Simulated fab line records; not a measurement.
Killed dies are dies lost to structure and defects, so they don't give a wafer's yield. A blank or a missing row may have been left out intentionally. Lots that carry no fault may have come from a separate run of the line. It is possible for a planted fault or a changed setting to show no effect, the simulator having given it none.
Chamber matching :: flow sky130 :: 4 sister chambers for SKY_POLY_GATE_ETCH_15 on rie-diel-02
The step etches BARC in N2/H2, stops on SiO2, time 118.5 s, target depth 110 nm. 14 wafers are shown with their chamber, then 7 later ones without.

== EACH WAFER AND ITS CHAMBER ==
wafer: L426.1
chamber: 2
drypump-motor-current-A (A): 5.2
bias-w (W): 100.60
oes-product-au (a.u.): 0.711

wafer: L426.3
chamber: 0
drypump-motor-current-A (A): 5.2
bias-w (W): 99.86
oes-product-au (a.u.): 0.722

wafer: L426.5
chamber: 3
drypump-motor-current-A (A): 6.0
bias-w (W): 99.95
oes-product-au (a.u.): 0.713

wafer: L427.1
chamber: 1
drypump-motor-current-A (A): 5.6
bias-w (W): 100.19
oes-product-au (a.u.): 0.714

wafer: L427.5
chamber: 1
drypump-motor-current-A (A): 5.7
bias-w (W): 100.00
oes-product-au (a.u.): 0.721

wafer: L427.6
chamber: 0
drypump-motor-current-A (A): 5.2
bias-w (W): 100.66
oes-product-au (a.u.): 0.718

wafer: L435.1
chamber: 3
drypump-motor-current-A (A): 6.0
bias-w (W): 100.12
oes-product-au (a.u.): 0.713

wafer: L435.3
chamber: 0
drypump-motor-current-A (A): 5.2
bias-w (W): 100.12
oes-product-au (a.u.): 0.715

wafer: L435.4
chamber: 2
drypump-motor-current-A (A): 5.2
bias-w (W): 100.72
oes-product-au (a.u.): 0.717

wafer: L440.1
chamber: 0
drypump-motor-current-A (A): 5.2
bias-w (W): 100.38
oes-product-au (a.u.): 0.706

wafer: L440.3
chamber: 3
drypump-motor-current-A (A): 6.0
bias-w (W): 99.74
oes-product-au (a.u.): 0.716

wafer: L440.5
chamber: 3
drypump-motor-current-A (A): 6.0
bias-w (W): 99.84
oes-product-au (a.u.): 0.712

wafer: L445.1
chamber: 2
drypump-motor-current-A (A): 5.2
bias-w (W): 100.34
oes-product-au (a.u.): 0.713

wafer: L445.5
chamber: 0
drypump-motor-current-A (A): 5.2
bias-w (W): 100.78
oes-product-au (a.u.): 0.723

SIGNATURES, as means of the wafers listed above
reading: drypump-motor-current-A
chamber 0: 5.200
chamber 1: 5.650
chamber 2: 5.200
chamber 3: 6.000
scatter within a chamber: 0.0224

reading: bias-w
chamber 0: 100.3600
chamber 1: 100.0950
chamber 2: 100.5533
chamber 3: 99.9125
scatter within a chamber: 0.273

reading: oes-product-au
chamber 0: 0.71680
chamber 1: 0.71750
chamber 2: 0.71367
chamber 3: 0.71350
scatter within a chamber: 0.00489
Rule: a wafer lies at a distance from a chamber equal to the root of the sum of squares, over the readings, of (its reading less the chamber's mean, divided by the reading's scatter). If the next closest chamber is less than 2 further off than the closest, the wafer can't be placed; otherwise it belongs to the closest. How the scatter is found: for the shown wafers, subtract from each reading the mean of its chamber, square and add these, divide the total by (wafers less chambers), then take the root.

== WAFERS MISSING THEIR CHAMBER ==
wafer: L445.6
drypump-motor-current-A (A): 5.7
bias-w (W): 99.96
oes-product-au (a.u.): 0.719

wafer: L447.1
drypump-motor-current-A (A): 5.2
bias-w (W): 100.05
oes-product-au (a.u.): 0.721

wafer: L447.2
drypump-motor-current-A (A): 5.6
bias-w (W): 99.53
oes-product-au (a.u.): 0.716

wafer: L447.3
drypump-motor-current-A (A): 5.2
bias-w (W): 100.42
oes-product-au (a.u.): 0.720

wafer: L448.1
drypump-motor-current-A (A): 5.2
bias-w (W): 100.00
oes-product-au (a.u.): 0.711

wafer: L448.4
drypump-motor-current-A (A): 5.2
bias-w (W): 100.13
oes-product-au (a.u.): 0.710

wafer: L448.6
drypump-motor-current-A (A): 5.2
bias-w (W): 100.20
oes-product-au (a.u.): 0.714

== EACH ONE'S CHAMBER ==
wafer: L445.6
from the rows above: 1
in truth: 1

wafer: L447.1
from the rows above: can't be placed: 0 or 2
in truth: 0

wafer: L447.2
from the rows above: 1
in truth: 1

wafer: L447.3
from the rows above: can't be placed: 0 or 2
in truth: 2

wafer: L448.1
from the rows above: can't be placed: 0 or 2
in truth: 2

wafer: L448.4
from the rows above: can't be placed: 0 or 2
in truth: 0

wafer: L448.6
from the rows above: can't be placed: 0 or 2
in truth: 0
Correctly placed: 2 of 7. These rows do not allow placing 5 (true chamber among the candidates in 5). Wrongly placed: 0.
